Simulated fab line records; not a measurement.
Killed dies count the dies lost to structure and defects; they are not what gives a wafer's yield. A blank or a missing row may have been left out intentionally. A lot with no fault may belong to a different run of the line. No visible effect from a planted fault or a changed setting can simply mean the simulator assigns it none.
Which tool did it? | flow sky130 | 13 lots, 37 wafers sampled, at 5 steps of a route of 708

== WHAT THE GAUGES READ, wafer by wafer ==
SKY_FIELD_ISO_THK_MEAS_04.
lot  | measured    | on           | FIELD_ISO_CVD_03_THK (nm)
L825 | day 2 19:20 | filmMetro-02 | 163.2 161.8 161.9
L826 | day 2 23:27 | filmMetro-04 | 166.1 165.2
L827 | day 3 04:58 | filmMetro-01 | 165.0 164.3 165.4
L828 | day 3 09:14 | filmMetro-04 | 165.8 165.2 162.7
L829 | day 3 11:01 | filmMetro-01 | 166.3 165.6 164.7
L835 | day 4 16:47 | filmMetro-04 | 166.4 164.7 164.3
L836 | day 4 22:32 | filmMetro-04 | 163.9 162.9 162.7
L837 | day 5 05:41 | filmMetro-04 | 163.6 164.3 163.9
L838 | day 5 11:08 | filmMetro-02 | 167.4 166.3 167.1
L840 | day 5 18:29 | filmMetro-02 | 165.2 163.4 163.9
L841 | day 5 23:21 | filmMetro-04 | 164.4 162.7 163.0
L842 | day 6 03:29 | filmMetro-01 | 164.9 165.3 164.8
L843 | day 6 08:30 | filmMetro-02 | 163.6 162.9

SKY_SONOS_TUNNEL_TW_MEAS_12.
lot  | measured     | on           | SONOS_TUNNEL_TW
L825 | day 13 08:59 | filmMetro-01 | 193.3 195.3 195.1
L826 | day 13 16:38 | filmMetro-03 | 197.6 198.1
L827 | day 14 03:43 | filmMetro-01 | 177.2 178.0 176.8
L828 | day 14 14:11 | filmMetro-03 | 180.7 180.7 181.2
L829 | day 14 13:21 | filmMetro-03 | 197.6 197.7 197.4
L835 | day 16 21:34 | filmMetro-04 | 200.7 200.3 199.6
L836 | day 17 00:30 | filmMetro-01 | 197.6 197.2 198.2
L837 | day 17 09:44 | filmMetro-04 | 199.1 200.5 198.8
L838 | day 18 00:47 | filmMetro-01 | 198.0 198.8 197.4
L840 | day 18 14:09 | filmMetro-01 | 199.3 198.4 198.6
L841 | day 18 18:22 | filmMetro-04 | 201.9 200.6 200.7
L842 | day 19 05:12 | filmMetro-01 | 198.2 197.8 198.7
L843 | day 19 08:39 | filmMetro-01 | 197.8 198.2

== WHICH TOOL RAN EACH LOT (tool, then ch and the chambers of the sampled wafers, then the start) ==
lot  | SKY_DNWELL_STRIP_08                | SKY_PWDE_STRIP_09                  | SKY_SONOS_TUNNEL_IMPLANT_09
L825 | plasmaAsher-04 ch 0,1, day 4 09:54 | plasmaAsher-03 ch 0,1, day 5 02:09 | implanter-02 ch 0, day 13 08:34
L826 | plasmaAsher-02 ch 0,1, day 4 12:53 | plasmaAsher-02 ch 0, day 5 06:58   | implanter-03 ch 0, day 13 16:14
L827 | plasmaAsher-03 ch 1, day 4 19:18   | plasmaAsher-02 ch 0,1, day 5 12:58 | implanter-02 ch 0, day 14 03:15
L828 | plasmaAsher-04 ch 0,1, day 5 03:04 | plasmaAsher-01 ch 0,1, day 5 20:43 | implanter-02 ch 0, day 14 13:44
L829 | plasmaAsher-02 ch 0,1, day 5 02:38 | plasmaAsher-02 ch 0,1, day 5 19:52 | implanter-01 ch 0, day 14 12:54
L835 | plasmaAsher-03 ch 0,1, day 6 13:41 | plasmaAsher-02 ch 0,1, day 7 09:51 | implanter-01 ch 0, day 16 21:10
L836 | plasmaAsher-03 ch 0,1, day 6 17:44 | plasmaAsher-01 ch 0,1, day 7 13:34 | implanter-02 ch 0, day 17 00:05
L837 | plasmaAsher-04 ch 0,1, day 6 23:36 | plasmaAsher-01 ch 0,1, day 7 19:32 | implanter-02 ch 0, day 17 09:21
L838 | plasmaAsher-04 ch 1, day 7 10:26   | plasmaAsher-03 ch 1, day 8 07:18   | implanter-03 ch 0, day 18 00:20
L840 | plasmaAsher-03 ch 0,1, day 7 19:12 | plasmaAsher-02 ch 0,1, day 8 16:43 | implanter-02 ch 0, day 18 13:44
L841 | plasmaAsher-02 ch 0,1, day 7 23:07 | plasmaAsher-02 ch 0,1, day 8 20:04 | implanter-02 ch 0, day 18 17:56
L842 | plasmaAsher-03 ch 0,1, day 8 05:33 | plasmaAsher-01 ch 0,1, day 9 03:45 | implanter-02 ch 0, day 19 04:46
L843 | plasmaAsher-04 ch 1, day 8 06:57   | plasmaAsher-01 ch 0, day 9 05:44   | implanter-02 ch 0, day 19 08:15
- SKY_DNWELL_STRIP_08: strips in O2/N2.
- SKY_PWDE_STRIP_09: strips in O2/N2.
- SKY_SONOS_TUNNEL_IMPLANT_09

== AS READ BY THE TOOLS THEMSELVES (means over the sampled wafers that have a number; for cases with no such wafer, the mark the record gives instead) ==
SKY_DNWELL_STRIP_08.
lot  | tool           | drypumpMotorCurrentA (A) | oesProductAu (a.u.) | stripTimeToEndpointS (s)
L825 | plasmaAsher-04 | 5.6                      | 0.721               | 36.95
L826 | plasmaAsher-02 | 6.2                      | 0.724               | 37.05
L827 | plasmaAsher-03 | 5.5                      | 0.720               | 36.98
L828 | plasmaAsher-04 | 5.5                      | 0.722               | 37.03
L829 | plasmaAsher-02 | 6.2                      | 0.718               | 37.02
L835 | plasmaAsher-03 | 5.4                      | 0.723               | 36.86
L836 | plasmaAsher-03 | 5.4                      | 0.723               | 36.94
L837 | plasmaAsher-04 | 5.9                      | 0.727               | 36.95
L838 | plasmaAsher-04 | 6.3                      | 0.723               | 36.89
L840 | plasmaAsher-03 | 5.4                      | 0.722               | 36.98
L841 | plasmaAsher-02 | 6.2                      | 0.722               | 36.86
L842 | plasmaAsher-03 | 5.4                      | 0.725               | 37.07
L843 | plasmaAsher-04 | 6.3                      | 0.720               | 36.98

SKY_PWDE_STRIP_09.
lot  | tool           | drypumpMotorCurrentA (A) | oesProductAu (a.u.) | stripTimeToEndpointS (s)
L825 | plasmaAsher-03 | 5.4                      | 0.726               | 37.00
L826 | plasmaAsher-02 | 6.0                      | 0.723               | 37.03
L827 | plasmaAsher-02 | 6.4                      | 0.718               | 36.79
L828 | plasmaAsher-01 | 5.9                      | 0.719               | 36.79
L829 | plasmaAsher-02 | 6.2                      | 0.726               | 36.79
L835 | plasmaAsher-02 | 6.3                      | 0.726               | 36.91
L836 | plasmaAsher-01 | 5.6                      | 0.728               | 36.82
L837 | plasmaAsher-01 | 5.9                      | 0.722               | 37.03
L838 | plasmaAsher-03 | 5.5                      | 0.723               | 36.85
L840 | plasmaAsher-02 | 6.2                      | 0.725               | 36.96
L841 | plasmaAsher-02 | 6.2                      | 0.725               | 37.14
L842 | plasmaAsher-01 | 5.9                      | 0.721               | 36.88
L843 | plasmaAsher-01 | 5.4                      | 0.726               | 37.03

== THE ANSWER, worked out from the rows above alone ==
Rule: the usual values come from the lots themselves. The widest of any qualifying gaps counts: lots, ordered by their means at a reading, are off when they make up no more than a third of the lots, leave a main group of 4 or more, and stand apart from it by 3 or more times the standard deviation of that group's means. A main group whose means are all the same, to the digits that the tables above print for the reading, isn't used. Also off: a lot with no number at a reading for which 4 or more lots have one. Where the step has rows for the other lots, those lots are counted as sound. The gauges are gone through in route order, then the tools' own readings, and for those a lot's mean is taken as printed above. The first step at which some lot is off is used, and at that step the reading that is off furthest; a lot without a number counts as furthest.
Off: L827, L828, at SKY_SONOS_TUNNEL_TW_MEAS_12 (SONOS_TUNNEL_TW). The main group: mean 198.3, standard deviation 1.6.
If a tool, at a process step before that reading, ran all the lots that are off and no sound lot after the first of them, it fits. Gauges at SKY_SONOS_TUNNEL_TW_MEAS_12: tried the same way as those tools. None of those tried fits.

== WHAT THE SIMULATOR HAD PUT IN ==
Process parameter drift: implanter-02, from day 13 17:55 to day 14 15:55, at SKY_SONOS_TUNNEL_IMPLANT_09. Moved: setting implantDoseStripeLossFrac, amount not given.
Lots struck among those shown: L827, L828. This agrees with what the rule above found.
